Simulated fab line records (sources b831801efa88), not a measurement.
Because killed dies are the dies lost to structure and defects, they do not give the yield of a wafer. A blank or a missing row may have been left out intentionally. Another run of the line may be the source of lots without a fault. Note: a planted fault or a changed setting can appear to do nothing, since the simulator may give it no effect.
fab line records | flow sky130
[record] lots = 14 | wafers = 42 | last_day = 50
route steps=708 shown RES_XHIGH@340 LI_CONTACT@375 CONTACT@414 PAD_OPEN@708
lots that met no fault: from a run of the same line without faults
start_h: hours from the record's opening day to when the first of the lot's shown wafers began | wait_h: hours elapsed since this lot's preceding step | " the same as in the row above | L1.1+2: several wafers, shown together as one row | - no value, or no start was given | * or withheld: withheld | < > ~ a bound
route shown NAME@n: a module of which the file shows steps, and the number in the route of the first | usual: mean/standard deviation of fault-free wafers | same: alike in all rows | chamber/n: place in a boat | sites: the reading at each site | _std_site: the standard deviation of these | _edge_site: the outer-site mean with the inner-site mean subtracted | radius_mm: for every site, how far away it sits from the centre of the wafer | mask NAME#n: copy n | behind: the last tool/chamber to shape the wafer | hold: why the lot went on hold/how many hours it stayed there/how the hold came to an end | device: names the non-switching transistor (n, p or np) | end of line: tests run on the same wafers once the route is complete | for a step that has no rows: nothing shown but its recipe | killed: dies lost to structure and defects at the first sort, not the wafer's yield | map: the dies of a wafer, with x for killed, . for not killed, _ for no die there
set.NAME: the setting the step ran with; set.NAME@STEP: the setting that earlier step ran with | model.NAME: the simulator's own value behind a step, which no gauge read
a sample of lots followed through the steps of the route, with each step as a table and each wafer as a row
services: when a tool's chamber went out of use (start_h, in hours from the record's first day, below 0 if earlier), for how many hours, and the reason
[[steps]]
[step SKY_RES_XHIGH_STRIP_08]
[recipe] chemistry = O2/N2 | power_w = 1400 | pressure_mtorr = 1500 | platen_temp_c = withheld | o2_flow_sccm = 3000 | n2_flow_sccm = 300 | overash_fraction = 0.5
[usual] drypump_motor_current_A = 5.56/0.26 | oes_product_au = 0.711/0.0042 | strip_time_to_endpoint_s = 14.28/0.04
lot.wafer | tool            | chamber | start_h | wait_h | drypump_motor_current_A | oes_product_au | rf_hours_counter_h | strip_time_to_endpoint_s
L856.3    | plasma_asher-03 | 1       | 612.46  | 0.1    | 5.11                    | 0.708          | -                  | 14.35
L856.5    | "               | 1       | "       | "      | 5.13                    | 0.708          | -                  | 14.30
L856.6    | "               | 0       | "       | "      | 5.44                    | 0.713          | -                  | 14.32
L857.1    | plasma_asher-02 | 1       | 621.61  | 0.1    | 5.53                    | 0.716          | 98                 | 14.31
L857.3    | "               | 1       | "       | "      | 5.51                    | 0.706          | -                  | 14.32
L857.5    | "               | 0       | "       | "      | 5.65                    | 0.721          | -                  | 14.33
L861.2    | plasma_asher-02 | 1       | 662.52  | 0.1    | 5.52                    | 0.713          | 101                | 14.32
L861.4    | "               | 1       | "       | "      | 5.53                    | 0.714          | -                  | 14.31
L861.6    | "               | 1       | "       | "      | 5.52                    | 0.715          | -                  | 14.29
L862.3    | plasma_asher-01 | 0       | 671.66  | 0.1    | 6.11                    | 0.704          | -                  | 14.25
L862.4    | "               | 1       | "       | "      | 5.60                    | 0.706          | -                  | 14.27
L862.6    | "               | 0       | "       | "      | 6.10                    | 0.716          | -                  | 14.23
L865.1    | plasma_asher-03 | 0       | 702.37  | 0.1    | 5.45                    | 0.709          | 57                 | 14.29
L865.2    | "               | 1       | "       | "      | 5.15                    | 0.706          | 57                 | 14.26
L865.4    | "               | 1       | "       | "      | 5.12                    | 0.710          | -                  | 14.28
L869.2    | plasma_asher-01 | 0       | 735.21  | 0.1    | 6.07                    | 0.720          | 89                 | 14.34
L869.4    | "               | 1       | "       | "      | 5.56                    | 0.710          | -                  | 14.30
L869.6    | "               | 0       | "       | "      | 6.09                    | 0.722          | -                  | 14.32
L871.1    | plasma_asher-01 | 1       | 744.72  | 0.1    | 5.60                    | 0.716          | 90                 | 14.28
L871.4    | "               | 1       | "       | "      | 5.57                    | 0.704          | -                  | 14.32
L871.5    | "               | 1       | "       | "      | 5.59                    | 0.706          | -                  | 14.27
L872.1    | plasma_asher-02 | 0       | 749.27  | 0.1    | 5.64                    | 0.714          | 1                  | 14.28
L872.2    | "               | 1       | "       | "      | 5.51                    | 0.717          | 1                  | 14.28
L872.4    | "               | 1       | "       | "      | 5.51                    | 0.709          | -                  | 14.26
L873.1    | plasma_asher-03 | 0       | 754.06  | 0.1    | 5.44                    | 0.712          | 63                 | 14.30
L873.3    | "               | 0       | "       | "      | 5.42                    | 0.704          | -                  | 14.34
L873.4    | "               | 1       | "       | "      | 5.11                    | 0.709          | -                  | 14.30
L874.2    | plasma_asher-02 | 1       | 769.66  | 0.1    | 5.49                    | 0.715          | 2                  | 14.25
L874.4    | "               | 0       | "       | "      | 5.65                    | 0.711          | -                  | 14.23
L874.5    | "               | 0       | "       | "      | 5.63                    | 0.714          | -                  | 14.23
L875.2    | plasma_asher-03 | 1       | 770.77  | 0.1    | 5.12                    | 0.713          | 65                 | 14.32
L875.5    | "               | 0       | "       | "      | 5.44                    | 0.718          | -                  | 14.31
L875.6    | "               | 1       | "       | "      | 5.14                    | 0.713          | -                  | 14.31
L876.4    | plasma_asher-02 | 1       | 785.46  | 0.1    | 5.52                    | 0.715          | -                  | 14.24
L876.5    | "               | 1       | "       | "      | 5.51                    | 0.710          | -                  | 14.22
L876.6    | "               | 0       | "       | "      | 5.66                    | 0.714          | -                  | 14.26
L878.1    | plasma_asher-01 | 0       | 794.42  | 0.1    | 6.07                    | 0.712          | 95                 | 14.27
L878.5    | "               | 1       | "       | "      | 5.62                    | 0.714          | -                  | 14.26
L878.6    | "               | 0       | "       | "      | 6.07                    | 0.705          | -                  | 14.25
L879.1    | plasma_asher-02 | 0       | 797.21  | 0.1    | 5.63                    | 0.703          | 5                  | 14.31
L879.4    | "               | 0       | "       | "      | 5.64                    | 0.712          | -                  | 14.27
L879.6    | "               | 0       | "       | "      | 5.66                    | 0.713          | -                  | 14.33
[step SKY_LI_CONTACT_OVL_MEAS_13]
[usual] LI_CONTACT_OVL = 0/6.1
lot.wafer | tool       | chamber | start_h | wait_h | LI_CONTACT_OVL[nm]
L856.3    | overlay-02 | -       | 672.39  | 0.1    | -15
L856.5    | "          | -       | "       | "      | -8
L856.6    | "          | -       | "       | "      | -13
L857.1    | overlay-02 | -       | 680.86  | 0.1    | 0
L857.3    | "          | -       | "       | "      | -2
L857.5    | "          | -       | "       | "      | -3
L861.2    | overlay-02 | -       | 719.79  | 0.1    | 4
L861.4    | "          | -       | "       | "      | -4
L861.6    | "          | -       | "       | "      | 10
L862.3    | overlay-02 | -       | 729.59  | 0.1    | 12
L862.4    | "          | -       | "       | "      | -2
L862.6    | "          | -       | "       | "      | 0
L865.1    | overlay-01 | -       | 759.04  | 0.1    | 8
L865.2    | "          | -       | "       | "      | 9
L865.4    | "          | -       | "       | "      | 3
L869.2    | overlay-02 | -       | 790.67  | 0.1    | -2
L869.4    | "          | -       | "       | "      | -7
L869.6    | "          | -       | "       | "      | 4
L871.1    | overlay-01 | -       | 799.33  | 0.1    | 1
L871.4    | "          | -       | "       | "      | -4
L871.5    | "          | -       | "       | "      | -9
L872.1    | overlay-02 | -       | 804.16  | 0.1    | 4
L872.2    | "          | -       | "       | "      | -4
L872.4    | "          | -       | "       | "      | -3
L873.1    | overlay-02 | -       | 808.34  | 0.1    | 1
L873.3    | "          | -       | "       | "      | -4
L873.4    | "          | -       | "       | "      | -7
L874.2    | overlay-02 | -       | 824.62  | 0.1    | 2
L874.4    | "          | -       | "       | "      | 5
L874.5    | "          | -       | "       | "      | 1
L875.2    | overlay-01 | -       | 826.65  | 0.1    | 13
L875.5    | "          | -       | "       | "      | 2
L875.6    | "          | -       | "       | "      | 5
L876.4    | overlay-02 | -       | 839.68  | 0.1    | 4
L876.5    | "          | -       | "       | "      | 0
L876.6    | "          | -       | "       | "      | 6
L878.1    | overlay-02 | -       | 849.24  | 0.1    | -5
L878.5    | "          | -       | "       | "      | 6
L878.6    | "          | -       | "       | "      | 0
L879.1    | overlay-02 | -       | 852.02  | 0.1    | 0
L879.4    | "          | -       | "       | "      | 2
L879.6    | "          | -       | "       | "      | 2
[step SKY_CONTACT_COAT_08]
[recipe] resist = BARC | temp_c = withheld | time_s = withheld | spin_rpm = 3000 | resist_thk_nm = 60
[usual] spin_speed_rpm = 2999.9/2
lot.wafer | tool           | chamber | start_h | wait_h | spin_speed_rpm
L856.3    | litho_track-02 | 0       | 717.47  | 0.1    | 2999.2
L856.5    | "              | 0       | "       | "      | 3004.3
L856.6    | "              | 0       | "       | "      | 2998.4
L857.1    | litho_track-03 | 0       | 726.02  | 0.1    | 2998.5
L857.3    | "              | 0       | "       | "      | 2999.6
L857.5    | "              | 0       | "       | "      | 2999.7
L861.2    | litho_track-02 | 0       | 765.50  | 0.1    | 3001.3
L861.4    | "              | 0       | "       | "      | 3003.9
L861.6    | "              | 0       | "       | "      | 3000.0
L862.3    | litho_track-02 | 0       | 771.87  | 0.1    | 3002.4
L862.4    | "              | 0       | "       | "      | 3001.1
L862.6    | "              | 0       | "       | "      | 3000.9
L865.1    | litho_track-02 | 0       | 801.72  | 0.1    | 2898.6
L865.2    | "              | 0       | "       | "      | 2902.0
L865.4    | "              | 0       | "       | "      | 2897.9
L869.2    | litho_track-02 | 0       | 833.00  | 0.1    | 2898.4
L869.4    | "              | 0       | "       | "      | 2899.4
L869.6    | "              | 0       | "       | "      | 2896.9
L871.1    | litho_track-01 | 0       | 842.01  | 0.1    | 2999.2
L871.4    | "              | 0       | "       | "      | 2999.6
L871.5    | "              | 0       | "       | "      | 3003.4
L872.1    | litho_track-03 | 0       | 847.27  | 0.1    | 2996.8
L872.2    | "              | 0       | "       | "      | 2999.8
L872.4    | "              | 0       | "       | "      | 2997.0
L873.1    | litho_track-01 | 0       | 850.66  | 0.1    | 2999.3
L873.3    | "              | 0       | "       | "      | 2995.3
L873.4    | "              | 0       | "       | "      | 3000.0
L874.2    | litho_track-01 | 0       | 866.09  | 0.1    | 2997.2
L874.4    | "              | 0       | "       | "      | 2998.9
L874.5    | "              | 0       | "       | "      | 3001.1
L875.2    | litho_track-03 | 0       | 869.10  | 0.1    | 2999.4
L875.5    | "              | 0       | "       | "      | 2996.8
L875.6    | "              | 0       | "       | "      | 3000.4
L876.4    | litho_track-01 | 0       | 881.64  | 0.1    | 3003.5
L876.5    | "              | 0       | "       | "      | 2998.8
L876.6    | "              | 0       | "       | "      | 2998.7
L878.1    | litho_track-02 | 0       | 890.62  | 0.1    | 2998.5
L878.5    | "              | 0       | "       | "      | 2998.3
L878.6    | "              | 0       | "       | "      | 2999.0
L879.1    | litho_track-03 | 0       | 893.52  | 0.1    | 3003.2
L879.4    | "              | 0       | "       | "      | 3000.3
L879.6    | "              | 0       | "       | "      | 2999.2
[step SKY_CONTACT_OVL_MEAS_15]
[usual] CONTACT_OVL = 0/6.8
lot.wafer | tool       | chamber | start_h | wait_h | CONTACT_OVL[nm]
L856.3    | overlay-02 | -       | 732.14  | 0.1    | -3
L856.5    | "          | -       | "       | "      | -5
L856.6    | "          | -       | "       | "      | -2
L857.1    | overlay-02 | -       | 739.64  | 0.1    | 3
L857.3    | "          | -       | "       | "      | -7
L857.5    | "          | -       | "       | "      | -4
L861.2    | overlay-02 | -       | 779.24  | 0.1    | 4
L861.4    | "          | -       | "       | "      | 8
L861.6    | "          | -       | "       | "      | 2
L862.3    | overlay-02 | -       | 786.06  | 0.1    | 0
L862.4    | "          | -       | "       | "      | -1
L862.6    | "          | -       | "       | "      | 4
L865.1    | overlay-02 | -       | 815.88  | 0.1    | -7
L865.2    | "          | -       | "       | "      | -7
L865.4    | "          | -       | "       | "      | -11
L869.2    | overlay-02 | -       | 847.10  | 0.1    | 5
L869.4    | "          | -       | "       | "      | 0
L869.6    | "          | -       | "       | "      | 1
L871.1    | overlay-01 | -       | 855.18  | 0.1    | 2
L871.4    | "          | -       | "       | "      | 6
L871.5    | "          | -       | "       | "      | 2
L872.1    | overlay-01 | -       | 860.24  | 0.1    | -4
L872.2    | "          | -       | "       | "      | 4
L872.4    | "          | -       | "       | "      | 6
L873.1    | overlay-02 | -       | 864.28  | 0.1    | 2
L873.3    | "          | -       | "       | "      | 1
L873.4    | "          | -       | "       | "      | -3
L874.2    | overlay-02 | -       | 879.80  | 0.1    | -2
L874.4    | "          | -       | "       | "      | 3
L874.5    | "          | -       | "       | "      | 2
L875.2    | overlay-01 | -       | 882.05  | 0.1    | -8
L875.5    | "          | -       | "       | "      | 9
L875.6    | "          | -       | "       | "      | -3
L876.4    | overlay-01 | -       | 895.51  | 0.1    | 3
L876.5    | "          | -       | "       | "      | -3
L876.6    | "          | -       | "       | "      | -2
L878.1    | overlay-02 | -       | 903.83  | 0.1    | 16
L878.5    | "          | -       | "       | "      | 16
L878.6    | "          | -       | "       | "      | 15
L879.1    | overlay-02 | -       | 906.73  | 0.1    | 1
L879.4    | "          | -       | "       | "      | 2
L879.6    | "          | -       | "       | "      | 2
[step SKY_PAD_OPEN_PROBE_99]
[usual] killed_at_M0_to_M3 = 43/7.6 | killed_at_M4_up = 2.9/1.9 | killed_at_contacts = 24/5 | killed_at_front_end = 15/4.3 | killed_at_other = 0.3/0.54 | killed_dies = 85/10 | killed_open = 47/7 | killed_short = 38/6.4
[same] gross_dies = 492 | killed_at_back_side = 0
lot.wafer | tool      | chamber | start_h | wait_h | killed_at_M0_to_M3 | killed_at_M4_up | killed_at_contacts | killed_at_front_end | killed_at_other | killed_dies | killed_open | killed_short
L865.1    | prober-02 | -       | 1140.06 | 0.1    | 44                 | 4               | 26                 | 15                  | 1               | 90          | 57          | 33
L865.2    | prober-02 | -       | 1140.11 | 0.1    | 43                 | 2               | 19                 | 18                  | 0               | 82          | 47          | 35
L865.4    | prober-02 | -       | 1140.21 | 0.2    | 27                 | 0               | 20                 | 11                  | 0               | 58          | 29          | 29
// killed by level:class
L865.1 VIA1:geometric_particle:open=12 CONTACT:geometric_particle:open=12 VIA3:geometric_particle:open=9 LI_CONTACT:geometric_particle:open=6 METAL2:geometric_particle:short=6 FIELD_ISO:geometric_particle:open=5 VIA2:geometric_particle:open=5 CONTACT:geometric_particle:short=4
L865.2 VIA1:geometric_particle:open=13 VIA1:geometric_particle:short=7 LI_CONTACT:geometric_particle:open=6 VIA3:geometric_particle:open=6 FIELD_ISO:geometric_particle:open=5 VIA2:geometric_particle:open=5 LOCAL_INTERCONNECT:geometric_particle:short=4 METAL1:geometric_particle:short=4
L865.4 CONTACT:geometric_particle:open=6 LI_CONTACT:geometric_particle:open=5 VIA1:geometric_particle:open=5 LOCAL_INTERCONNECT:geometric_particle:short=4 METAL3:geometric_particle:short=4 VIA3:geometric_particle:open=4 FIELD_ISO:geometric_particle:short=3 METAL1:geometric_particle:short=3
[[services]]
tool            | chamber | start_h | hours | kind
plasma_asher-03 | -       | 661.21  | 2.8   | pm
plasma_asher-02 | -       | 665.20  | 16.8  | repair
plasma_asher-01 | -       | 732.18  | 2.8   | pm
plasma_asher-02 | -       | 733.80  | 9.0   | pm
plasma_asher-02 | 0       | 733.80  | 9.0   | vent_cycle
plasma_asher-02 | 1       | 733.80  | 9.0   | vent_cycle
plasma_asher-02 | 0       | 742.80  | -     | clean
plasma_asher-02 | 1       | 742.80  | -     | clean
plasma_asher-02 | -       | 751.26  | 4.6   | repair
plasma_asher-01 | -       | 815.12  | 2.1   | repair
plasma_asher-02 | -       | 831.02  | 2.7   | repair
plasma_asher-01 | -       | 869.28  | 0.9   | repair
[[key]]
[first_sign] step = SKY_CONTACT_COAT_08 | reading = spin_speed_rpm | direction = down | sigmas = 50 | usual = 2999.9 | struck = 2898.9
effect none on later readings
met_at SKY_CONTACT_COAT_08
struck_lots L865,L869
tester_left_out L865,L869
not_acting_at SKY_RES_XHIGH_STRIP_08,SKY_LI_CONTACT_OVL_MEAS_13,SKY_CONTACT_OVL_MEAS_15
onset_between 771.87 801.72
[fault] kind = process_parameter_drift | tool = litho_track-02 | chamber = - | onset_h = 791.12 | steps = SKY_CONTACT_COAT_08 | channel = spin_rpm | offset = -99.719 | shape = step | end_h = 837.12 | acts_in = these_recipes_only | stated = 3000
// tester_left_out: of these lots the tester's yield and bins aren't shown, on N5 and GAA mostly nor the transistor test; their killed dies are dies lost to structure and defects alone, not to doping, threshold or leakage, so they don't give the yield
